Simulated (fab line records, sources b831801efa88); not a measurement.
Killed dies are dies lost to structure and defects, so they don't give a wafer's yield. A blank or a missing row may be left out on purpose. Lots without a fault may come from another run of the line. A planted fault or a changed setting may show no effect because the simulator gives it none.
Tool commonality check | flow gf180mcu | 14 lots, 42 wafers sampled

WHY IT WAS OPENED
At GF_STI_THK_MEAS_30 the reading STI_OXIDATION_02_THK is flagged on 3 of 14 lots. Wafers without a fault read 10.02 nm, standard deviation 0.22.
Rule: a lot is flagged when every wafer of it that has a number lies more than 4 standard deviations from that mean, or none has a number. The other lots count as sound.

lot  | measured    | on            | STI_OXIDATION_02_THK (nm), wafer by wafer | flag
L963 | day 2 06:17 | film_metro-01 | 9.93 9.93 9.95                            |
L964 | day 2 11:08 | film_metro-02 | 9.95 9.93 9.93                            |
L966 | day 2 23:29 | film_metro-01 | 9.88 9.83 9.90                            |
L968 | day 3 08:09 | film_metro-01 | 10.15 10.27 10.24                         |
L970 | day 3 18:07 | film_metro-02 | 11.10 11.00 11.15                         | FLAGGED
L972 | day 4 05:53 | film_metro-02 | 11.58 11.48 11.64                         | FLAGGED
L973 | day 4 08:47 | film_metro-03 | 11.17 11.41 11.47                         | FLAGGED
L977 | day 5 07:25 | film_metro-01 | 9.95 10.11 9.90                           |
L980 | day 5 22:30 | film_metro-03 | 9.81 9.76 9.75                            |
L982 | day 6 08:44 | film_metro-01 | 9.87 9.92 9.75                            |
L983 | day 6 14:53 | film_metro-03 | 9.69 9.57 9.66                            |
L984 | day 6 17:55 | film_metro-03 | 9.79 10.07 9.78                           |
L985 | day 7 00:29 | film_metro-01 | 10.21 10.19 10.36                         |
L986 | day 7 04:20 | film_metro-02 | 10.24 10.27 10.18                         |
The numbers of the flagged lots are 11.33 nm on average: +1.31 nm against the usual, or +6 standard deviations.

WHICH TOOL RAN EACH LOT
The record holds 1 process step before the reading, out of a route of 602 steps. In each cell: the tool, then ch and the chambers that the sampled wafers went through, then the start.
lot  | flag    | GF_STI_OXIDATION_29
L963 |         | furnace-01 ch 0, day 2 04:52
L964 |         | furnace-02 ch 0, day 2 09:43
L966 |         | furnace-01 ch 0, day 2 22:05
L968 |         | furnace-02 ch 0, day 3 06:44
L970 | FLAGGED | furnace-01 ch 0, day 3 16:43
L972 | FLAGGED | furnace-01 ch 0, day 4 04:28
L973 | FLAGGED | furnace-01 ch 0, day 4 07:23
L977 |         | furnace-02 ch 0, day 5 06:01
L980 |         | furnace-02 ch 0, day 5 21:07
L982 |         | furnace-02 ch 0, day 6 07:21
L983 |         | furnace-02 ch 0, day 6 13:28
L984 |         | furnace-02 ch 0, day 6 16:31
L985 |         | furnace-01 ch 0, day 6 23:04
L986 |         | furnace-02 ch 0, day 7 02:56
What these steps do:
- GF_STI_OXIDATION_29: stabilise 600 s, purge 300 s, target thk 10 nm.
- GF_STI_THK_MEAS_30

FLAGGED OVER TOTAL, TOOL BY TOOL (the gauges that took the reading come last)
step                | tool          | lots run | flagged | share of the flagged lots | sound lots run after its first flagged lot
GF_STI_OXIDATION_29 | furnace-01    | 6        | 3       | all                       | 1 (L985)
GF_STI_OXIDATION_29 | furnace-02    | 8        | 0       | none                      | -
GF_STI_THK_MEAS_30  | film_metro-01 | 6        | 0       | none                      | -
GF_STI_THK_MEAS_30  | film_metro-02 | 4        | 2       | some                      | 1 (L986)
GF_STI_THK_MEAS_30  | film_metro-03 | 4        | 1       | some                      | 3 (L980,L983,L984)

WHAT THE TABLE ALLOWS
1 row of the table ran every flagged lot: furnace-01 at GF_STI_OXIDATION_29.
- furnace-01 at GF_STI_OXIDATION_29: 3 of its 6 lots flagged. Sound lots ran on it after the first flagged one (L985), which a lasting fault on the whole tool wouldn't allow.
No row of the table ran every flagged lot and no sound lot after the first.

WHAT THE SIMULATOR HAD PUT IN
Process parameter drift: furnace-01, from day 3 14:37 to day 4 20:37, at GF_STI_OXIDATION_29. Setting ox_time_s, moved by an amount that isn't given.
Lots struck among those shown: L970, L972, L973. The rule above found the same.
